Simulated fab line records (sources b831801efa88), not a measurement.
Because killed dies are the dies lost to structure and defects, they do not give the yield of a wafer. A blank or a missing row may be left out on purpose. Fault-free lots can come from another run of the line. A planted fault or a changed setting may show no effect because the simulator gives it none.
One fault seen from 2 desks | flow gf180mcu | only its own numbers are on each desk; what lay behind them is given at the end

METROLOGY DESK
Lot by lot, what the gauges showed, no matter which tool ran the lot: averages of those sampled wafers that carry a number. A lot is out of limits, marked OUT, if its mean lies more than 4 standard deviations from the usual mean; the brackets give that distance.
Columns: A = MVSD_TW at GF_MVSD_TW_MEAS_11, usual 1587; B = MVPSD_OVL at GF_MVPSD_OVL_MEAS_07, usual 0.1 nm; C = VT_IMPLANT_4_TW at GF_VT_IMPLANT_TW_MEAS_43, usual 692; D = POLY_GATE_CVD_00_THK at GF_POLY_GATE_THK_MEAS_01, usual 199.9 nm
lot  | first seen here | A    | B    | C             | D
L210 | day 4 09:53     | 1564 | 0.6  | 696           | 200.6
L211 | day 4 18:05     | 1597 | 0.4  | 692           | 196.3
L212 | day 4 23:46     | 1592 | -0.8 | 698           | 197.8
L213 | day 5 05:05     | 1597 | -0.7 | 694           | 202.8
L214 | day 5 10:40     | 1571 | 1.8  | 686           | 202.2
L215 | day 5 16:10     | 1590 | -2.2 | 690           | 200.6
L216 | day 5 23:11     | 1581 | -1.2 | 689           | 200.3
L218 | day 6 08:41     | 1605 | -0.2 | 689           | 200.1
L220 | day 6 19:59     | 1607 | 2.1  | 699           | 201.6
L224 | day 7 20:21     | 1577 | -0.3 | 809 (+28) OUT | 202.1
L227 | day 8 13:11     | 1593 | -1.4 | 812 (+29) OUT | 197.7
L231 | day 9 12:49     | 1577 | -0.7 | 684           | 201.6
L232 | day 9 18:58     | 1581 | 0.1  | 692           | 199.2
L233 | day 10 00:46    | 1606 | -0.6 | 695           | 198.2
Finding of this desk: L224, L227 out of limits, first seen on L224 at day 11 11:30 (VT_IMPLANT_4_TW at GF_VT_IMPLANT_TW_MEAS_43). Within limits: L210, L211, L212, L213, L214, L215, L216, L218, L220, L231, L232, L233.

FOR THE TOOL OWNER'S DESK: implanter-03
For each lot that ran on this tool, the mean over its sampled wafers that have a number, from the tool's own readings at GF_VT_IMPLANT_IMPLANT_41. A lot is out of limits, marked OUT, if its mean lies more than 4 standard deviations from the usual mean; the brackets give that distance.
Columns: A = beam on s at GF_VT_IMPLANT_IMPLANT_41, usual 10.01 s; B = dose ions cm2 at GF_VT_IMPLANT_IMPLANT_41, usual 1.0131e+12; C = faraday current uA at GF_VT_IMPLANT_IMPLANT_41, usual 5.71; D = tilt deg at GF_VT_IMPLANT_IMPLANT_41, usual 7.001 degrees
lot  | first seen here | A     | B                            | C              | D
L210 | day 7 13:05     | 10.01 | 1.0133e+12                   | 5.69           | 7.002
L214 | day 8 17:01     | 9.98  | 1.0143e+12                   | 5.73           | 6.995
L216 | day 9 07:20     | 9.92  | 1.0124e+12                   | 5.75           | 7.004
L218 | day 9 18:31     | 10.03 | 1.0132e+12                   | 5.69           | 7.011
L224 | day 11 11:17    | 10.15 | 1.6711e+12 (+99 or more) OUT | 9.30 (+33) OUT | 6.981
L227 | day 12 06:58    | 10.01 | 1.6709e+12 (+99 or more) OUT | 9.42 (+34) OUT | 6.971
This desk finds L224, L227 out of limits, L224 being first, at day 11 11:17 (dose ions cm2 at GF_VT_IMPLANT_IMPLANT_41). Within limits: L210, L214, L216, L218.

PUT TOGETHER
The tool owner's desk could have raised an alarm at day 11 11:17, on L224, L227.
The metrology desk could have raised an alarm at day 11 11:30, on L224, L227.
GF_VT_IMPLANT_IMPLANT_41 was run on implanter-03 by each of the lots named.

WHAT THE SIMULATOR PUT IN
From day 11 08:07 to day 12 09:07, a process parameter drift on implanter-03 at GF_VT_IMPLANT_IMPLANT_41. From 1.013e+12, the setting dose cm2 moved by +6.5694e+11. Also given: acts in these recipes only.
Lots struck among those shown: L224, L227.
Delay (hours) between the fault's onset and each desk's first out-of-limits reading: 3 at the tool owner's desk, 3 at the metrology desk.
